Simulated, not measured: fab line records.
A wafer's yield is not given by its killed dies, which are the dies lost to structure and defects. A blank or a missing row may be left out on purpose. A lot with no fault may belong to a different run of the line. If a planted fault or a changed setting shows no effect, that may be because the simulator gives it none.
A single fault, viewed from 2 desks || flow gf180mcu || each desk has only its own numbers; what lay behind them comes last

METROLOGY DESK
What the gauges read, lot by lot, whatever tool the lot ran on: means of the sampled wafers that have a number. Any lot whose mean is over 4 standard deviations away from the usual mean is out of limits and marked OUT; that distance is given in the brackets.
Columns: A = TOP_METAL_ALCU_THK at GF_TOP_METAL_THK_MEAS_06, usual 911 nm; B = PASSIVATION_CVD_02_THK at GF_PASSIVATION_THK_MEAS_03, usual 695 nm
{"lot": "L913", "first seen here": "day 27 19:41", "A": 921, "B": 702}
{"lot": "L914", "first seen here": "day 28 04:31", "A": 906, "B": 714}
{"lot": "L916", "first seen here": "day 28 11:49", "A": 915, "B": 686}
{"lot": "L917", "first seen here": "day 28 20:04", "A": 908, "B": 703}
{"lot": "L920", "first seen here": "day 29 19:10", "A": 925, "B": 695}
{"lot": "L923", "first seen here": "day 30 19:07", "A": 918, "B": 693}
{"lot": "L924", "first seen here": "day 31 03:31", "A": 915, "B": 692}
{"lot": "L925", "first seen here": "day 31 05:06", "A": 916, "B": 694}
{"lot": "L929", "first seen here": "day 32 04:41", "A": 899, "B": 699}
{"lot": "L931", "first seen here": "day 32 18:20", "A": 908, "B": 695}
{"lot": "L932", "first seen here": "day 33 01:44", "A": 910, "B": 701}
{"lot": "L933", "first seen here": "day 33 07:14", "A": 921, "B": 689}
{"lot": "L935", "first seen here": "day 33 12:06", "A": 907, "B": 698}
Finding of this desk: none of the 13 lots has anything out of limits.

FOR THE TOOL OWNER'S DESK: pvd sputter-01
The tool's own readings at GF_TOP_METAL_SPUTTER_02 (material AlCu, target thk 900 nm, time 47.82 s): means of the sampled wafers that have a number, for each lot that ran on this tool. Any lot whose mean is over 4 standard deviations away from the usual mean is out of limits and marked OUT; that distance is given in the brackets.
Columns: A = throttle valve pct at GF_TOP_METAL_SPUTTER_02, usual 30.3 %
{"lot": "L913", "first seen here": "day 27 19:29", "A": 30.8}
{"lot": "L914", "first seen here": "day 28 04:17", "A": 30.9}
{"lot": "L916", "first seen here": "day 28 11:36", "A": 30.3}
{"lot": "L917", "first seen here": "day 28 19:51", "A": 31.0}
{"lot": "L920", "first seen here": "day 29 18:57", "A": 30.1}
{"lot": "L924", "first seen here": "day 31 03:17", "A": 30.2}
{"lot": "L929", "first seen here": "day 32 04:28", "A": 31.1}
Finding of this desk: none of the 7 lots has anything out of limits.

ALL TOGETHER
Metrology desk: nothing out of limits seen.
The desk of the tool owner found nothing out of limits.

WHAT THE SIMULATOR HAD INSERTED
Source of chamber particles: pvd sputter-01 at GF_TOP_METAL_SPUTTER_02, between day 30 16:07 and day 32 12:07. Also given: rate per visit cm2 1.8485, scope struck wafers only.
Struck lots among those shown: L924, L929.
